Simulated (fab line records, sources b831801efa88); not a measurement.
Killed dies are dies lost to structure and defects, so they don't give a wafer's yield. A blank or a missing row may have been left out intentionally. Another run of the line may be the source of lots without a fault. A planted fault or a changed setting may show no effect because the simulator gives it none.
fab line records + flow sky130
[record]
- lots = 6
- wafers = 18
- last_day = 49
route steps=708 shown POLY_GATE@229 LDD_N@237
lots that met no fault: from a run of the same line without faults
start_h: start of the lot's first displayed wafer, in hours after the record's first day + wait_h: hours since the lot's step before + " the same as in the row above + L1.1+2: several wafers, shown together as one row + - no value present, or no start provided + * or withheld: withheld + < > ~ a bound
route shown NAME@n: names a module that has steps shown in the file, with the first one's number in the route + usual: the fault-free wafers' mean and standard deviation + same: alike in all rows + chamber/n: place in a boat + sites: each site's reading + _std_site: standard deviation of those values + _edge_site: mean of outer sites minus mean of inner sites + radius_mm: how far each site lies from the wafer's centre + mask NAME#n: copy n + behind: tool/chamber where the wafer was last shaped + hold: why the lot was held/for how many hours/how that ended + device: names the non-switching transistor (n, p or np) + end of line: at the end of the route, the tests of the same wafers + step lacking rows: just its recipe + killed: dies lost to structure and defects at the first sort, not the wafer's yield + map: dies across one wafer; x = killed, . = not, _ = none there
set.NAME: the setting that was run; set.NAME@STEP: the one run at that earlier step + model.NAME: the simulator's own value behind a step, which no gauge read
lots at selected steps of the route; one table per step, one row per wafer
services: the hour from which a tool's chamber was out of use, counted from the record's first day as start_h (under 0 if before that day), plus the number of hours and why
[[steps]]
[step SKY_POLY_GATE_ETCH_15]
[recipe]
- chemistry = N2/H2
- target = BARC
- ion_energy_ev = 200
- source_w = 500
- bias_w = 100
- pressure_mtorr = 30
- n2_flow_sccm = 100
- h2_flow_sccm = 200
- stop_on = SiO2
- time_s = 118.5
- target_depth_a = 1100
[usual]
- drypump_motor_current_A = 5.7/0.33
- oes_product_au = 0.717/0.0047
- throttle_valve_pct = 13.212/0.0096
| lot.wafer | tool        | chamber | start_h | wait_h | drypump_motor_current_A | oes_product_au | rf_hours_counter_h | throttle_valve_pct |
|-----------|-------------|---------|---------|--------|-------------------------|----------------|--------------------|--------------------|
| L708.1    | rie_diel-01 | 3       | 391.04  | 0.0    | 5.7                     | 0.717          | 97                 | 13.211             |
| L708.2    | "           | 1       | "       | "      | 5.1                     | 0.716          | 104                | 13.224             |
| L708.5    | "           | 0       | "       | "      | 5.5                     | 0.719          | -                  | 13.206             |
| L711.3    | rie_diel-03 | 0       | 416.79  | 0.0    | 5.6                     | 0.722          | 4                  | 13.221             |
| L711.4    | "           | 3       | "       | "      | 5.5                     | 0.709          | 5                  | 13.217             |
| L711.5    | "           | 0       | "       | "      | 5.6                     | 0.718          | -                  | 13.222             |
| L712.1    | rie_diel-01 | 3       | 425.89  | 0.0    | 5.7                     | 0.714          | 98                 | 13.203             |
| L712.2    | "           | 2       | "       | "      | 6.2                     | 0.718          | 14                 | 13.212             |
| L712.5    | "           | 2       | "       | "      | 6.1                     | 0.712          | -                  | 13.200             |
| L721.2    | rie_diel-02 | 3       | 498.14  | 0.0    | 5.3                     | 0.718          | 42                 | 13.202             |
| L721.3    | "           | 0       | "       | "      | 5.5                     | 0.710          | 20                 | 13.220             |
| L721.4    | "           | 1       | "       | "      | 5.7                     | 0.719          | 9                  | 13.201             |
| L724.2    | rie_diel-01 | 1       | 522.34  | 0.0    | 5.1                     | 0.714          | 1                  | 13.193             |
| L724.3    | "           | 3       | "       | "      | 5.7                     | 0.719          | 1                  | 13.220             |
| L724.6    | "           | 3       | "       | "      | 5.7                     | 0.711          | -                  | 13.225             |
| L726.3    | rie_diel-03 | 1       | 548.79  | 0.0    | 5.9                     | 0.720          | 15                 | 13.218             |
| L726.4    | "           | 0       | "       | "      | 5.6                     | 0.713          | -                  | 13.216             |
| L726.5    | "           | 1       | "       | "      | 5.9                     | 0.720          | -                  | 13.211             |
[step SKY_POLY_GATE_ETCH_16]
[recipe]
- stop_on = poly-Si
- chemistry = CH3F/O2
- target = Si3N4
- source_w = 400
- bias_w = 80
- pressure_mtorr = 25
- ch3f_flow_sccm = 40
- O2_flow_sccm = 30
- time_s = 147.5
- target_depth_a = 750
[usual]
- drypump_motor_current_A = 5.6/0.33
- oes_product_au = 0.640/0.0052
- throttle_valve_pct = 10.536/0.0091
| lot.wafer | tool        | chamber | start_h | wait_h | drypump_motor_current_A | oes_product_au | rf_hours_counter_h | throttle_valve_pct |
|-----------|-------------|---------|---------|--------|-------------------------|----------------|--------------------|--------------------|
| L708.1    | rie_diel-01 | 3       | 391.12  | 0.0    | 5.7                     | 0.635          | 97                 | 10.536             |
| L708.2    | "           | 1       | "       | "      | 5.1                     | 0.629          | 104                | 10.537             |
| L708.5    | "           | 0       | "       | "      | 5.5                     | 0.636          | -                  | 10.532             |
| L711.3    | rie_diel-03 | 0       | 416.87  | 0.0    | 5.6                     | 0.640          | 4                  | 10.546             |
| L711.4    | "           | 3       | "       | "      | 5.5                     | 0.647          | 5                  | 10.539             |
| L711.5    | "           | 0       | "       | "      | 5.6                     | 0.646          | -                  | 10.536             |
| L712.1    | rie_diel-01 | 3       | 425.97  | 0.0    | 5.7                     | 0.642          | 98                 | 10.546             |
| L712.2    | "           | 2       | "       | "      | 6.1                     | 0.651          | 14                 | 10.543             |
| L712.5    | "           | 2       | "       | "      | 6.1                     | 0.638          | -                  | 10.542             |
| L721.2    | rie_diel-02 | 3       | 498.22  | 0.0    | 5.3                     | 0.637          | 42                 | 10.542             |
| L721.3    | "           | 0       | "       | "      | 5.5                     | 0.637          | 20                 | 10.524             |
| L721.4    | "           | 1       | "       | "      | 5.7                     | 0.636          | 9                  | 10.530             |
| L724.2    | rie_diel-01 | 1       | 522.42  | 0.0    | 5.1                     | 0.640          | 1                  | 10.532             |
| L724.3    | "           | 3       | "       | "      | 5.7                     | 0.646          | 1                  | 10.539             |
| L724.6    | "           | 3       | "       | "      | 5.7                     | 0.639          | -                  | 10.521             |
| L726.3    | rie_diel-03 | 1       | 548.87  | 0.0    | 5.9                     | 0.640          | 16                 | 10.524             |
| L726.4    | "           | 0       | "       | "      | 5.6                     | 0.641          | -                  | 10.528             |
| L726.5    | "           | 1       | "       | "      | 5.9                     | 0.642          | -                  | 10.546             |
[step SKY_POLY_GATE_ETCH_17]
[recipe]
- target_depth_nm = 180
- stop_on = SiO2
- over_etch_frac = 0.56667
- chemistry = HBr/Cl2
- target = poly-Si
- icp_w = 400
- bias_w = 100
- pressure_mtorr = 10
- HBr_flow_sccm = 150
- Cl2_flow_sccm = 50
- time_s = 70.5
[usual]
- drypump_motor_current_A = 6.0/0.34
- oes_product_au = 0.985/0.0056
- throttle_valve_pct = 33.684/0.0099
[same]
- over_etch_frac = 0.56667
| lot.wafer | tool      | chamber | start_h | wait_h | drypump_motor_current_A | oes_product_au | rf_hours_counter_h | throttle_valve_pct |
|-----------|-----------|---------|---------|--------|-------------------------|----------------|--------------------|--------------------|
| L708.1    | rie_si-01 | 0       | 391.22  | 0.0    | 6.0                     | 0.988          | 75                 | 33.691             |
| L708.2    | "         | 1       | "       | "      | 6.3                     | 0.982          | 58                 | 33.687             |
| L708.5    | "         | 2       | "       | "      | 5.6                     | 0.988          | -                  | 33.682             |
| L711.3    | rie_si-02 | 1       | 416.97  | 0.0    | 5.5                     | 0.992          | 6                  | 33.691             |
| L711.4    | "         | 3       | "       | "      | 6.0                     | 0.978          | 69                 | 33.704             |
| L711.5    | "         | 1       | "       | "      | 5.4                     | 0.989          | -                  | 33.681             |
| L712.1    | rie_si-01 | 1       | 426.07  | 0.0    | 6.3                     | 0.988          | 58                 | 33.695             |
| L712.2    | "         | 3       | "       | "      | 6.6                     | 0.998          | 2                  | 33.665             |
| L712.5    | "         | 1       | "       | "      | 6.3                     | 0.986          | -                  | 33.678             |
| L721.2    | rie_si-02 | 3       | 498.32  | 0.0    | 6.0                     | 0.986          | 0                  | 33.695             |
| L721.3    | "         | 2       | "       | "      | 5.9                     | 0.997          | 1                  | 33.687             |
| L721.4    | "         | 3       | "       | "      | 6.0                     | 0.976          | -                  | 33.683             |
| L724.2    | rie_si-01 | 2       | 522.52  | 0.0    | 5.6                     | 0.990          | 24                 | 33.679             |
| L724.3    | "         | 0       | "       | "      | 6.0                     | 0.985          | 0                  | 33.673             |
| L724.6    | "         | 1       | "       | "      | 6.3                     | 0.985          | -                  | 33.670             |
| L726.3    | rie_si-01 | 0       | 548.97  | 0.0    | 6.0                     | 0.980          | 1                  | 33.676             |
| L726.4    | "         | 2       | "       | "      | 5.6                     | 0.984          | 24                 | 33.686             |
| L726.5    | "         | 1       | "       | "      | 6.4                     | 0.976          | -                  | 33.695             |
[step SKY_POLY_GATE_STRIP_18]
[recipe]
- chemistry = O2/N2
- power_w = 1400
- pressure_mtorr = 1500
- platen_temp_c = withheld
- o2_flow_sccm = 3000
- n2_flow_sccm = 300
- overash_fraction = 0.5
[usual]
- drypump_motor_current_A = 5.7/0.39
- oes_product_au = 0.361/0.0041
- strip_time_to_endpoint_s = 3.16/0.03
| lot.wafer | tool            | chamber | start_h | wait_h | drypump_motor_current_A | oes_product_au | rf_hours_counter_h | strip_time_to_endpoint_s |
|-----------|-----------------|---------|---------|--------|-------------------------|----------------|--------------------|--------------------------|
| L708.1    | plasma_asher-03 | 1       | 391.28  | 0.0    | 5.2                     | 0.370          | 58                 | 3.12                     |
| L708.2    | "               | 0       | "       | "      | 6.2                     | 0.360          | 58                 | 3.14                     |
| L708.5    | "               | 0       | "       | "      | 6.2                     | 0.355          | -                  | 3.17                     |
| L711.3    | plasma_asher-04 | 0       | 417.06  | 0.1    | 5.7                     | 0.357          | -                  | 3.16                     |
| L711.4    | "               | 1       | "       | "      | 5.7                     | 0.360          | -                  | 3.15                     |
| L711.5    | "               | 0       | "       | "      | 5.7                     | 0.360          | -                  | 3.16                     |
| L712.1    | plasma_asher-02 | 1       | 426.13  | 0.0    | 6.1                     | 0.360          | 30                 | 3.13                     |
| L712.2    | "               | 0       | "       | "      | 5.3                     | 0.359          | 30                 | 3.14                     |
| L712.5    | "               | 0       | "       | "      | 5.3                     | 0.365          | -                  | 3.13                     |
| L721.2    | plasma_asher-02 | 1       | 498.38  | 0.0    | 6.1                     | 0.360          | 37                 | 3.13                     |
| L721.3    | "               | 0       | "       | "      | 5.3                     | 0.368          | -                  | 3.13                     |
| L721.4    | "               | 1       | "       | "      | 6.1                     | 0.361          | -                  | 3.12                     |
| L724.2    | plasma_asher-04 | 0       | 522.58  | 0.0    | 5.7                     | 0.366          | 9                  | 3.19                     |
| L724.3    | "               | 1       | "       | "      | 5.7                     | 0.354          | -                  | 3.16                     |
| L724.6    | "               | 0       | "       | "      | 5.7                     | 0.361          | -                  | 3.19                     |
| L726.3    | plasma_asher-02 | 1       | 549.06  | 0.1    | 6.1                     | 0.363          | -                  | 3.19                     |
| L726.4    | "               | 0       | "       | "      | 5.2                     | 0.360          | -                  | 3.19                     |
| L726.5    | "               | 0       | "       | "      | 5.3                     | 0.354          | -                  | 3.17                     |
[step SKY_POLY_GATE_CLEAN_19]
[recipe]
- chemistry = SC1/SC2
- mix = 1:4:20
- temp_c = 70
- time_s = 150
- dry = n2_spin
[step SKY_POLY_GATE_OXIDATION_20]
[recipe]
- temp_c = 850
- ambient = O2
- stabilise_s = 600
- purge_s = 300
- target_thk_a = 40
- ox_time_s = 899
[step SKY_POLY_GATE_THK_MEAS_21]
[recipe]
- reads = SiO2_of_POLY_GATE_OXIDATION_20
[usual]
- POLY_GATE_OXIDATION_THK = 4.02/0.087
| lot.wafer | tool          | chamber | start_h | wait_h | POLY_GATE_OXIDATION_THK[nm] |
|-----------|---------------|---------|---------|--------|-----------------------------|
| L708.1    | film_metro-01 | -       | 392.68  | 0.0    | 4.17                        |
| L708.2    | "             | -       | "       | "      | 4.14                        |
| L708.5    | "             | -       | "       | "      | 4.06                        |
| L711.3    | film_metro-01 | -       | 420.73  | 0.0    | 4.01                        |
| L711.4    | "             | -       | "       | "      | 4.01                        |
| L711.5    | "             | -       | "       | "      | 4.11                        |
| L712.1    | film_metro-01 | -       | 428.72  | 0.0    | 4.08                        |
| L712.2    | "             | -       | "       | "      | 4.08                        |
| L712.5    | "             | -       | "       | "      | 4.03                        |
| L721.2    | film_metro-01 | -       | 499.79  | 0.0    | 3.91                        |
| L721.3    | "             | -       | "       | "      | 4.02                        |
| L721.4    | "             | -       | "       | "      | 3.88                        |
| L724.2    | film_metro-04 | -       | 523.99  | 0.0    | 3.97                        |
| L724.3    | "             | -       | "       | "      | 3.97                        |
| L724.6    | "             | -       | "       | "      | 4.05                        |
| L726.3    | film_metro-04 | -       | 550.44  | 0.0    | 3.94                        |
| L726.4    | "             | -       | "       | "      | 4.00                        |
| L726.5    | "             | -       | "       | "      | 4.00                        |
[step SKY_POLY_GATE_CD_MEAS_22]
[usual]
- cd_nm = 150.0/1.8
| lot.wafer | tool      | chamber | start_h | wait_h | cd_nm |
|-----------|-----------|---------|---------|--------|-------|
| L708.1    | cd_sem-02 | -       | 392.74  | 0.1    | 150.4 |
| L708.2    | "         | -       | "       | "      | 149.4 |
| L708.5    | "         | -       | "       | "      | 149.0 |
| L711.3    | cd_sem-01 | -       | 420.83  | 0.1    | 152.3 |
| L711.4    | "         | -       | "       | "      | 152.5 |
| L711.5    | "         | -       | "       | "      | 152.3 |
| L712.1    | cd_sem-02 | -       | 428.78  | 0.1    | 149.1 |
| L712.2    | "         | -       | "       | "      | 150.8 |
| L712.5    | "         | -       | "       | "      | 148.3 |
| L721.2    | cd_sem-02 | -       | 499.87  | 0.1    | 149.3 |
| L721.3    | "         | -       | "       | "      | 151.4 |
| L721.4    | "         | -       | "       | "      | 150.2 |
| L724.2    | cd_sem-02 | -       | 524.07  | 0.1    | 150.7 |
| L724.3    | "         | -       | "       | "      | 149.5 |
| L724.6    | "         | -       | "       | "      | 149.8 |
| L726.3    | cd_sem-02 | -       | 550.54  | 0.1    | 148.8 |
| L726.4    | "         | -       | "       | "      | 150.9 |
| L726.5    | "         | -       | "       | "      | 148.5 |
[step SKY_LDD_N_DEHYDRATE_00]
[recipe]
- temp_c = 200
- time_s = 60
[step SKY_LDD_N_HMDS_01]
[recipe]
- prime_time_s = 60
- prime_temp_c = 120
[step SKY_LDD_N_COAT_02]
[recipe]
- resist = NOVOLAK
- spin_rpm = 3000
- resist_thk_nm = 300
[step SKY_LDD_N_SOFTBAKE_03]
[recipe]
- temp_c = 90
- time_s = 60
- resist = NOVOLAK
[step SKY_LDD_N_EXPOSE_04]
[recipe]
- mask_id = NTM
- target_cd_nm = 840
- na = 0.6
- source_shape = conventional
- sigma_outer = 0.6
- dose_mj = 110
[usual]
- exposure_dose_mJ_cm2 = 109.98/0.11
- focus_offset_nm = 0.1/0.51
| lot.wafer | tool             | chamber | start_h | wait_h | mask  | exposure_dose_mJ_cm2 | focus_offset_nm |
|-----------|------------------|---------|---------|--------|-------|----------------------|-----------------|
| L708.1    | iline_stepper-01 | 0       | 407.98  | -      | NTM#0 | 110.15               | 0.8             |
| L708.2    | "                | 0       | "       | "      | NTM#0 | 110.17               | 0.0             |
| L708.5    | "                | 0       | "       | "      | NTM#0 | 109.96               | 0.4             |
| L711.3    | iline_stepper-02 | -       | 436.24  | -      | NTM#0 | -                    | -               |
| L711.4    | "                | -       | "       | "      | NTM#0 | -                    | -               |
| L711.5    | "                | -       | "       | "      | NTM#0 | -                    | -               |
| L712.1    | iline_stepper-01 | -       | 443.81  | -      | NTM#0 | -                    | -               |
| L712.2    | "                | -       | "       | "      | NTM#0 | -                    | -               |
| L712.5    | "                | -       | "       | "      | NTM#0 | -                    | -               |
| L721.2    | iline_stepper-01 | 0       | 514.78  | -      | NTM#0 | 110.12               | -0.2            |
| L721.3    | "                | 0       | "       | "      | NTM#0 | 110.07               | -0.6            |
| L721.4    | "                | 0       | "       | "      | NTM#0 | 109.84               | -0.3            |
| L724.2    | iline_stepper-01 | 0       | 540.04  | -      | NTM#0 | 109.80               | 0.2             |
| L724.3    | "                | 0       | "       | "      | NTM#0 | 109.88               | -0.1            |
| L724.6    | "                | 0       | "       | "      | NTM#0 | 109.94               | 0.4             |
| L726.3    | iline_stepper-02 | 0       | 565.70  | -      | NTM#0 | 110.11               | -0.5            |
| L726.4    | "                | 0       | "       | "      | NTM#0 | 110.18               | -0.1            |
| L726.5    | "                | 0       | "       | "      | NTM#0 | 110.13               | 0.5             |
[step SKY_LDD_N_PEB_05]
[recipe]
- temp_c = withheld
- time_s = *
- resist = NOVOLAK
[[services]]
| tool             | chamber | start_h | hours | kind           |
|------------------|---------|---------|-------|----------------|
| rie_diel-01      | -       | 379.11  | 1.5   | repair         |
| rie_si-02        | 3       | 397.24  | 7.8   | repair         |
| rie_diel-01      | 0       | 404.22  | -     | clean          |
| rie_diel-01      | 0       | 404.22  | 11.2  | scheduled_down |
| rie_diel-01      | 0       | 404.22  | 11.2  | vent_cycle     |
| plasma_asher-02  | -       | 405.88  | 2.8   | pm             |
| plasma_asher-04  | -       | 421.25  | 9.0   | pm             |
| rie_diel-02      | 0       | 423.72  | 12.7  | repair         |
| rie_diel-01      | 1       | 436.46  | -     | clean          |
| plasma_asher-03  | -       | 438.32  | 1.3   | repair         |
| rie_diel-03      | 3       | 448.47  | 13.7  | repair         |
| iline_stepper-01 | -       | 467.99  | 1.7   | pm             |
| rie_diel-02      | 2       | 469.74  | 5.8   | repair         |
| rie_diel-03      | -       | 470.22  | 4.3   | pm             |
| rie_diel-02      | -       | 478.34  | 1.3   | repair         |
| iline_stepper-02 | -       | 493.21  | 1.7   | pm             |
| rie_diel-03      | 3       | 494.45  | 36.5  | repair         |
| rie_si-02        | 1       | 496.47  | 5.8   | repair         |
| rie_diel-02      | -       | 507.25  | 0.8   | repair         |
| rie_diel-02      | 0       | 507.83  | 29.6  | repair         |
| rie_si-01        | 3       | 516.76  | 9.3   | repair         |
| plasma_asher-04  | -       | 540.27  | 14.6  | pm             |
| iline_stepper-02 | -       | 542.93  | 9.2   | repair         |
| plasma_asher-04  | -       | 563.47  | 2.8   | pm             |
[[key]]
[first_sign]
- step = SKY_LDD_N_EXPOSE_04
- reading = tool_record
- direction = missing
effect none on later readings
met_at SKY_LDD_N_EXPOSE_04
struck_wafers L711.3,L711.4,L711.5,L712.1,L712.2,L712.5
sort_left_out L711.3,L711.4,L711.5,L712.1,L712.2,L712.5
tester_left_out L711,L712
onset_between 407.98 436.24
[fault]
- kind = skipped_step_whole
- tool = iline_stepper-01,iline_stepper-02
- chamber = -
- onset_h = 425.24
- steps = SKY_LDD_N_EXPOSE_04
- scope = struck_lots_only
// tester_left_out: of these lots the tester's yield and bins aren't shown, on N5 and GAA mostly nor the transistor test; their killed dies are dies lost to structure and defects alone, not to doping, threshold or leakage, so they don't give the yield
// sort_left_out: the simulated sort isn't trusted on such a fault, so these wafers' sort isn't shown, and their yield isn't known
